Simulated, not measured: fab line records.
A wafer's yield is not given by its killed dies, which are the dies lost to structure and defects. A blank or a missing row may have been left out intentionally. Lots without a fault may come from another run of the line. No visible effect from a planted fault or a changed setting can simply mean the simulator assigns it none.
What tool caused it?	flow sfq line	14 lots with 42 wafers sampled at 4 steps, on a route of 325 steps

## WHAT EACH GAUGE READ, for each wafer
SFQ_R5_THK_MEAS_934: measures by xrf.
lot	measured	on	R5_MONX_THK (nm)
L386	day 56 03:18	film metro-02	39.6 39.1 39.4
L387	day 57 07:08	film metro-01	40.3 40.0 40.4
L388	day 57 08:56	film metro-02	40.5 40.1 40.7
L389	day 57 10:08	film metro-02	40.1 40.1 39.5
L390	day 57 20:51	film metro-02	40.4 40.8 41.0
L391	day 63 08:07	film metro-03	39.1 39.8 39.7
L398	day 66 03:52	film metro-03	39.8 39.6 39.6
L399	day 66 09:53	film metro-02	40.5 40.4 40.7
L404	day 71 14:02	film metro-02	39.1 39.1 38.6
L405	day 71 18:29	film metro-01	39.6 39.3 39.9
L406	day 71 22:05	film metro-02	40.1 40.3 39.8
L407	day 72 01:40	film metro-03	39.8 39.9 39.7
L408	day 72 04:41	film metro-01	40.7 40.9 40.5
L409	day 73 08:44	film metro-02	40.0 39.4 39.4

SFQ_M8_BOW_MEAS_951.
lot	measured	on	M8_BOW (um)
L386	day 80 16:37	film metro-04	34 27 35
L387	day 80 17:47	film metro-04	-21 -14 2
L388	day 80 22:35	film metro-02	22 20 17
L389	day 81 06:59	film metro-03	23 11 31
L390	day 81 10:35	film metro-04	14 8 14
L391	day 81 15:23	film metro-02	10 7 9
L398	day 84 20:50	film metro-02	27 35 36
L399	day 84 23:32	film metro-02	7 17 4
L404	day 91 10:32	film metro-04	-4 -7 -6
L405	day 91 12:58	film metro-02	12 -4 9
L406	day 91 15:20	film metro-04	8 6 7
L407	day 91 17:54	film metro-04	15 4 10
L408	day 91 22:43	film metro-03	-8 -10 -10
L409	day 92 07:03	film metro-02	1 2 2

## EACH LOT AND THE TOOL THAT RAN IT (in order: tool; ch and the chambers of the sampled wafers; start)
lot	SFQ_TRILAYER_I4_CMP_CMP_100	SFQ_TRILAYER_M7_LITHO_DEVELOP_179
L386	cmp-02 ch 0,1,2, day 49 12:12	litho track-01 ch 0, day 76 15:06
L387	cmp-01 ch 0,1,2, day 49 13:36	litho track-01 ch 0, day 76 19:03
L388	cmp-01 ch 1,2,3, day 50 04:47	litho track-03 ch 0, day 76 22:39
L389	cmp-01 ch 1,2,3, day 50 10:30	litho track-03 ch 0, day 77 05:50
L390	cmp-01 ch 0,3, day 50 16:07	litho track-01 ch 0, day 77 07:02
L391	cmp-02 ch 0,1,3, day 51 09:03	litho track-03 ch 0, day 77 15:07
L398	cmp-02 ch 1,2,3, day 54 07:27	litho track-01, day 82 18:58
L399	cmp-01 ch 1,2,3, day 54 14:57	litho track-01, day 82 21:25
L404	cmp-01 ch 1,3, day 55 11:36	litho track-04 ch 0, day 87 17:18
L405	cmp-01 ch 0,1,3, day 55 17:30	litho track-03 ch 0, day 87 18:31
L406	cmp-01 ch 0,1,3, day 55 23:59	litho track-03 ch 0, day 88 00:30
L407	cmp-02 ch 2,3, day 56 03:44	litho track-03 ch 0, day 88 01:40
L408	cmp-01 ch 0,1,3, day 56 10:02	litho track-03 ch 0, day 88 05:18
L409	cmp-01 ch 1,2,3, day 57 23:31	litho track-04 ch 0, day 88 16:04
- SFQ_TRILAYER_I4_CMP_CMP_100: polishes SiO2.
- SFQ_TRILAYER_M7_LITHO_DEVELOP_179: time 60 s.

## AS READ BY THE TOOLS THEMSELVES (means over the sampled wafers that have a number; for cases with no such wafer, the mark the record gives instead)
SFQ_TRILAYER_I4_CMP_CMP_100.
lot	tool	motor current A (A)	time to endpoint s (s)
L386	cmp-02	9.2	203
L387	cmp-01	11.3	201
L388	cmp-01	11.3	210
L389	cmp-01	10.8	208
L390	cmp-01	11.4	208
L391	cmp-02	10.8	204
L398	cmp-02	9.8	205
L399	cmp-01	10.9	208
L404	cmp-01	10.2	206
L405	cmp-01	10.7	211
L406	cmp-01	11.2	206
L407	cmp-02	10.5	196
L408	cmp-01	11.2	209
L409	cmp-01	10.7	219

SFQ_TRILAYER_M7_LITHO_DEVELOP_179.
lot	tool	chill plate temp C (C)	exhaust pa (Pa)
L386	litho track-01	22.90	44.5
L387	litho track-01	22.90	44.6
L388	litho track-03	22.97	45.2
L389	litho track-03	23.12	44.4
L390	litho track-01	23.02	43.7
L391	litho track-03	22.88	45.9
L398	litho track-01	-	-
L399	litho track-01	-	-
L404	litho track-04	23.04	45.9
L405	litho track-03	22.91	46.0
L406	litho track-03	23.05	44.0
L407	litho track-03	22.87	45.1
L408	litho track-03	22.93	44.9
L409	litho track-04	22.92	44.8

## THE ANSWER, worked out from the rows above alone
Rule: what is usual is taken from the lots themselves. Put in order of their means at a reading, lots are off if they are a third of the lots or fewer, leave a main group of 4 or more, and stand apart from it by a gap of 3 or more times the standard deviation of the main group's means; of several such gaps the widest counts. A main group is skipped when, at the precision printed for the reading in the tables above, its means are all equal. A lot without any number at a reading at which 4 lots or more have one is off too. The other lots that the step has rows for count as sound. After the gauges, taken in route order, come the tools' own readings; for these a lot's mean is taken, as printed above. At the first step where some lot is off, the reading lying furthest off is the one used; lots without a number count as furthest.
Off: L398, L399, at SFQ_TRILAYER_M7_LITHO_DEVELOP_179 (chill plate temp C). Without a number there: L398, L399. The main group has a mean of 22.96 C with a standard deviation of 0.077.
A tool fits if, at that step or a process step before it, it ran every lot that is off, and no sound lot after the first of them. One fits: litho track-01 at SFQ_TRILAYER_M7_LITHO_DEVELOP_179. A fault onset in the window from L390 (day 77 07:02, its last sound lot) to L398 (day 82 18:58, its first lot off) fits.
Blank at SFQ_TRILAYER_M7_LITHO_DEVELOP_179 on the lots that are off, where sound lots have numbers: chill plate temp C, exhaust pa.

## WHAT THE SIMULATOR HAD INSERTED
At SFQ_TRILAYER_M7_LITHO_DEVELOP_179, the step was skipped entirely on litho track-01 from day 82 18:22 on. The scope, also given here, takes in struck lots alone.
Lots struck among those shown: L398, L399. The rule above reached the same finding.
